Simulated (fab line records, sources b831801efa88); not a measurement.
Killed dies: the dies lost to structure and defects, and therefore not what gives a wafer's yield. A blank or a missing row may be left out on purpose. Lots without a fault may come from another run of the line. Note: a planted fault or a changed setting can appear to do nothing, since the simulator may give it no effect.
One fault seen from 2 desks    flow sky130    each desk has only its own numbers; what lay behind them comes last

== METROLOGY DESK ==
Means of the sampled wafers that have a number, per lot and without regard to the tool the lot ran on: this is what the gauges read. A lot is out of limits, marked OUT, if its mean lies more than 4 standard deviations from the usual mean; the brackets give that distance.
Columns: A = cdNm at SKY_VT_ADJUST_NCORE_CD_MEAS_07, usual 379.1 nm; B = SONOS_ONO_OVL at SKY_SONOS_ONO_OVL_MEAS_14, usual -0.1 nm
lot   first seen here  A      B
L333  day 8 23:21      375.9  1.4
L332  day 9 00:19      380.3  0.2
L334  day 9 03:56      379.1  -0.8
L335  day 9 05:11      379.0  0.3
L337  day 9 21:44      379.2  -1.3
L338  day 10 09:31     380.5  -0.5
L339  day 10 19:55     379.4  -1.5
L340  day 11 06:05     380.1  -0.2
L341  day 11 16:21     379.7  -2.5
L342  day 11 16:47     381.8  1.2
L343  day 12 04:44     378.5  1.5
L351  day 14 06:02     380.6  -0.2
L354  day 14 21:41     378.5  0.7
Finding of this desk: none of the 13 lots has anything out of limits.

== FOR THE TOOL OWNER'S DESK: lithoTrack-03 ==
The tool's own readings at SKY_VT_ADJUST_LVTN_DEVELOP_17 (develop time 60 s): means of the sampled wafers that have a number, for each lot that ran on this tool. A lot is out of limits, marked OUT, if its mean lies more than 4 standard deviations from the usual mean; the brackets give that distance.
Columns: A = developerTempC at SKY_VT_ADJUST_LVTN_DEVELOP_17, usual 23.02 C
lot   first seen here  A
L338  day 9 10:38      23.01
L339  day 9 20:27      23.03
L340  day 10 06:41     23.16
L341  day 10 16:27     22.91
L342  day 10 17:42     23.86 (+7.6) OUT
L343  day 11 04:57     23.96 (+8.5) OUT
This desk finds L342, L343 out of limits, L342 being first, at day 10 17:42 (developerTempC at SKY_VT_ADJUST_LVTN_DEVELOP_17). In limits: L338, L339, L340, L341.

== BROUGHT TOGETHER ==
An alarm could have come from the tool owner's desk at day 10 17:42, on L342, L343.
Nothing out of limits was seen by the metrology desk.
The metrology desk holds a record of L342, L343, inside its limits.
All the named lots went through SKY_VT_ADJUST_LVTN_DEVELOP_17 on lithoTrack-03.

== WHAT THE SIMULATOR HAD INSERTED ==
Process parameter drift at SKY_VT_ADJUST_LVTN_DEVELOP_17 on lithoTrack-03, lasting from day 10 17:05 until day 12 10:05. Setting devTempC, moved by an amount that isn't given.
Shown lots that were struck: L342, L343.
Time in hours from fault onset to the first out-of-limits reading at each desk: the tool owner's desk, 1.
